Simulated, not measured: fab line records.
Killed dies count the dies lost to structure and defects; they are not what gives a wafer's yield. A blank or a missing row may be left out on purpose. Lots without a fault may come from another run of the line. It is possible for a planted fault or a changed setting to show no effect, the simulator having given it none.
fab line records | flow sky130
record: lots: 6 wafers: 18 last-day: 50
route steps=708 shown LDD_N@249 LDD_P@255
lots untouched by any fault: they come from a run of this same line in which no faults occurred
start-h: the number of hours between the record's first day and the start of the first shown wafer of the lot | wait-h: time in hours since the lot's previous step | " unchanged from the row above | L1.1+2: a row that stands for several wafers | - no value, or no start given | * or withheld: withheld | < > ~ a bound
route shown NAME@n: a module of which the file shows steps, and the number in the route of the first | usual: mean/standard deviation of fault-free wafers | same: alike in all rows | chamber/n: place in a boat | sites: readings site by site | _std_site: standard deviation of those values | _edge_site: mean of outer sites minus mean of inner sites | radius-mm: how far each site lies from the wafer's centre | mask NAME#n: copy n | behind: tool/chamber where the wafer was last shaped | hold: why the lot went on hold/how many hours it stayed there/how the hold came to an end | device: transistor that didn't switch, given as n, p or np | end of line: at the end of the route, the tests of the same wafers | a step given without rows: its recipe and nothing more | killed: dies that structure and defects cost at the first sort, which is not the same as the wafer's yield | map: dies across one wafer; x = killed, . = not, _ = none there
set.NAME: the run value of the setting; set.NAME@STEP: its run value at that earlier step | model.NAME: the simulator's own value behind a step, which no gauge read
lots seen at some steps along the route; tables by step, rows by wafer
services: when a tool's chamber went out of use (start-h, in hours from the record's first day, below 0 if earlier), for how many hours, and the reason
== steps ==
step: SKY_LDD_N_IMPLANT_12
recipe: species: BF2 energy-kev: 50 dose-cm2: 5e+12 tilt-deg: 30 rotation-deg: 0
step: SKY_LDD_N_IMPLANT_13
recipe: species: BF2 energy-kev: 50 dose-cm2: 5e+12 tilt-deg: 30 rotation-deg: 90
step: SKY_LDD_N_IMPLANT_14
recipe: species: BF2 energy-kev: 50 dose-cm2: 5e+12 tilt-deg: 30 rotation-deg: 180
step: SKY_LDD_N_IMPLANT_15
recipe: species: BF2 energy-kev: 50 dose-cm2: 5e+12 tilt-deg: 30 rotation-deg: 270
step: SKY_LDD_N_STRIP_16
recipe: chemistry: O2/N2 power-w: 1400 pressure-mtorr: 1500 platen-temp-c: withheld o2-flow-sccm: 3000 n2-flow-sccm: 300 overash-fraction: 0.5
usual: drypump-motor-current-A: 5.8/0.33 oes-product-au: 0.407/0.0045 strip-time-to-endpoint-s: 4.315/0.016
same: overash-fraction: 0.5
columns lot.wafer tool chamber start-h wait-h drypump-motor-current-A oes-product-au rf-hours-counter-h strip-time-to-endpoint-s
L498.4 plasma-asher-04 1 456.10 0.1 6.4 0.412 - 4.301
L498.5 " 1 " " 6.4 0.401 - 4.280
L498.6 " 0 " " 5.9 0.399 - 4.299
L504.3 plasma-asher-04 0 505.60 0.1 5.9 0.408 - 4.308
L504.4 " 1 " " 6.3 0.408 - 4.317
L504.6 " 1 " " 6.4 0.394 - 4.312
L505.3 plasma-asher-04 0 507.81 0.1 6.0 0.404 - 4.307
L505.5 " 1 " " 6.4 0.409 - 4.326
L505.6 " 0 " " 5.9 0.399 - 4.341
L506.1 plasma-asher-03 1 518.93 0.1 5.6 0.406 8 4.346
L506.2 " 0 " " 5.5 0.408 8 4.312
L506.4 " 1 " " 5.7 0.418 - 4.345
L515.1 plasma-asher-03 0 594.68 0.1 5.6 0.409 16 4.303
L515.5 " 0 " " 5.6 0.405 - 4.288
L515.6 " 1 " " 5.7 0.407 - 4.273
L517.1 plasma-asher-04 1 597.95 0.1 6.3 0.410 48 4.327
L517.3 " 0 " " 5.9 0.410 - 4.328
L517.4 " 1 " " 6.3 0.414 - 4.295
step: SKY_LDD_N_TW_MEAS_17
usual: LDD_N_TW: 2611/11
columns lot.wafer tool chamber start-h wait-h LDD_N_TW
L498.4 film-metro-04 - 456.20 0.1 2631
L498.5 " - " " 2632
L498.6 " - " " 2633
L504.3 film-metro-04 - 505.69 0.1 2631
L504.4 " - " " 2621
L504.6 " - " " 2603
L505.3 film-metro-02 - 507.90 0.1 2608
L505.5 " - " " 2620
L505.6 " - " " 2614
L506.1 film-metro-04 - 519.03 0.1 2599
L506.2 " - " " 2616
L506.4 " - " " 2615
L515.1 film-metro-02 - 594.95 0.2 2596
L515.5 " - " " 2618
L515.6 " - " " 2598
L517.1 film-metro-02 - 598.05 0.1 2601
L517.3 " - " " 2606
L517.4 " - " " 2605
step: SKY_LDD_P_DEHYDRATE_00
recipe: temp-c: 200 time-s: 60
step: SKY_LDD_P_HMDS_01
recipe: prime-time-s: 60 prime-temp-c: 120
step: SKY_LDD_P_COAT_02
recipe: resist: NOVOLAK spin-rpm: 3000 resist-thk-nm: 1140
step: SKY_LDD_P_SOFTBAKE_03
recipe: temp-c: 90 time-s: 60 resist: NOVOLAK
step: SKY_LDD_P_EXPOSE_04
recipe: mask-id: PSDM na: 0.6 source-shape: conventional sigma-outer: 0.6 polarization: unpolarized target-cd-nm: 380 dose-mj: 138
step: SKY_LDD_P_PEB_05
recipe: temp-c: withheld time-s: * resist: NOVOLAK
step: SKY_LDD_P_DEVELOP_06
recipe: resist: NOVOLAK developer: TMAH develop-time-s: 60 dev-temp-c: 23
usual: chill-plate-temp-C: 23.00/0.1 develop-time-s: 60/0
columns lot.wafer tool chamber start-h wait-h chill-plate-temp-C develop-time-s
L498.4 litho-track-04 0 485.51 0.1 22.88 60
L498.5 " 0 " " 23.00 60
L498.6 " 0 " " 22.84 60
L504.3 litho-track-01 0 535.89 0.1 23.11 60
L504.4 " 0 " " 22.93 60
L504.6 " 0 " " 22.94 60
L505.3 litho-track-01 - 537.79 0.1 - -
L505.5 " - " " - -
L505.6 " - " " - -
L506.1 litho-track-04 - 548.78 0.1 - -
L506.2 " - " " - -
L506.4 " - " " - -
L515.1 litho-track-03 0 624.60 0.1 22.92 60
L515.5 " 0 " " 23.05 60
L515.6 " 0 " " 23.15 60
L517.1 litho-track-04 0 627.03 0.1 23.11 60
L517.3 " 0 " " 22.98 60
L517.4 " 0 " " 22.99 60
step: SKY_LDD_P_CD_MEAS_07
recipe: target-cd-nm: 380
usual: cd-nm: 379.8/2.4
columns lot.wafer tool chamber start-h wait-h cd-nm
L498.4 cd-sem-01 - 485.64 0.1 378.5
L498.5 " - " " 379.0
L498.6 " - " " 378.8
L504.3 cd-sem-02 - 536.03 0.1 382.5
L504.4 " - " " 382.6
L504.6 " - " " 382.1
L505.3 cd-sem-01 - 537.93 0.1 -
L505.5 " - " " -
L505.6 " - " " -
L506.1 cd-sem-02 - 548.93 0.1 -
L506.2 " - " " -
L506.4 " - " " -
L515.1 cd-sem-02 - 624.75 0.1 381.7
L515.5 " - " " 380.1
L515.6 " - " " 380.2
L517.1 cd-sem-02 - 627.18 0.1 381.6
L517.3 " - " " 381.9
L517.4 " - " " 382.2
== services ==
columns tool chamber start-h hours kind
plasma-asher-03 - 435.41 3.7 repair
plasma-asher-03 - 461.89 2.8 pm
plasma-asher-04 - 591.40 2.8 pm
litho-track-03 - 620.99 - consumable-replace:filter
== key ==
first-sign: step: SKY_LDD_P_DEVELOP_06 reading: tool-record direction: missing
effect none on later readings
met-at SKY_LDD_P_DEVELOP_06
struck-wafers L505.3,L505.5,L505.6,L506.1,L506.2,L506.4
sort-left-out L505.3,L505.5,L505.6,L506.1,L506.2,L506.4
tester-left-out L505,L506
onset-between 535.89 537.79
fault: kind: skipped-step-whole tool: litho-track-01,litho-track-04 chamber: - onset-h: 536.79 steps: SKY_LDD_P_DEVELOP_06 scope: struck-lots-only
tester-left-out: of these lots the tester's yield and bins aren't shown, on N5 and GAA mostly nor the transistor test; their killed dies are dies lost to structure and defects alone, not to doping, threshold or leakage, so they don't give the yield
sort-left-out: the simulated sort isn't trusted on such a fault, so these wafers' sort isn't shown, and their yield isn't known
